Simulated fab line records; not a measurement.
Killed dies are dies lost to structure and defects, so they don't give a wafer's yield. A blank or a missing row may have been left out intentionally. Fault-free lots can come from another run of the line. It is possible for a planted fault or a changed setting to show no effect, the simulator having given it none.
2 desks looking at one fault / flow gf180mcu / each desk has only its own numbers; what lay behind them comes last

## AT THE TOOL OWNER'S DESK: hdpcvd-02
The tool's own readings at GF_STI_CVD_23 (deposits SiO2, target thk 650 nm, time 108.3 s): means of the sampled wafers that have a number, for each lot that ran on this tool. If a lot's mean is further than 4 standard deviations from the usual mean, the lot is out of limits and carries the mark OUT (the distance appears in the brackets).
Columns: A = pressure mtorr at GF_STI_CVD_23, usual 6.000 mTorr
lot=L841; first seen here=day 2 03:18; A=6.002
lot=L847; first seen here=day 3 09:40; A=5.995
lot=L850; first seen here=day 4 02:09; A=6.002
lot=L851; first seen here=day 4 07:10; A=5.988
lot=L852; first seen here=day 4 12:45; A=6.004
lot=L855; first seen here=day 5 05:20; A=5.994
lot=L856; first seen here=day 5 09:25; A=5.987
lot=L857; first seen here=day 5 16:42; A=6.016
lot=L862; first seen here=day 6 17:42; A=6.004
This desk's verdict: no lot among the 9 shows anything out of limits.

## FROM THE METROLOGY DESK
Lot by lot, what the gauges showed, no matter which tool ran the lot: averages of those sampled wafers that carry a number. If a lot's mean is further than 4 standard deviations from the usual mean, the lot is out of limits and carries the mark OUT (the distance appears in the brackets).
Columns: A = STI_CVD_23_THK at GF_STI_THK_MEAS_24, usual 651 nm; B = LVPWELL_OVL at GF_LVPWELL_OVL_MEAS_07, usual -0.6 nm; C = MVSD_OVL at GF_MVSD_OVL_MEAS_07, usual -0.7 nm
lot=L841; first seen here=day 2 03:23; A=654; B=-1.3; C=-2.3
lot=L845; first seen here=day 2 23:56; A=642; B=-0.5; C=-3.1
lot=L847; first seen here=day 3 09:45; A=660; B=0.6; C=-2.6
lot=L849; first seen here=day 3 21:13; A=647; B=0.9; C=-0.3
lot=L850; first seen here=day 4 02:13; A=644; B=-3.6; C=0.1
lot=L851; first seen here=day 4 07:15; A=652; B=2.7; C=-0.2
lot=L852; first seen here=day 4 12:50; A=654; B=-1.9; C=1.0
lot=L854; first seen here=day 5 02:00; A=650; B=0.2; C=0.2
lot=L855; first seen here=day 5 05:25; A=653; B=-1.0; C=-0.7
lot=L856; first seen here=day 5 09:30; A=664; B=-0.3; C=-0.8
lot=L857; first seen here=day 5 16:47; A=649; B=-2.6; C=0.3
lot=L858; first seen here=day 5 22:59; A=644; B=0.6; C=-2.3
lot=L862; first seen here=day 6 17:47; A=527 (-17) OUT; B=-0.2; C=0.2
Per this desk, out of limits: L862; the first was L862, day 6 17:47 (STI_CVD_23_THK at GF_STI_THK_MEAS_24). L841, L845, L847, L849, L850, L851, L852, L854, L855, L856, L857, L858: within limits.

## TAKEN TOGETHER
An alarm was possible from the metrology desk at day 6 17:47, on L862.
The desk of the tool owner found nothing out of limits.
The tool owner's desk has L862 on record, within its limits.
GF_STI_CVD_23 was run on hdpcvd-02 by each of the lots named.

## WHAT THE SIMULATOR HAD INSERTED
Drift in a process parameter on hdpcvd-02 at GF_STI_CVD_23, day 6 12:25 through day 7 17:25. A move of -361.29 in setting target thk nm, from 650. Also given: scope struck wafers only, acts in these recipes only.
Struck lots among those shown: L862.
Delay in hours, fault start to first out-of-limits reading, per desk: metrology desk 5.
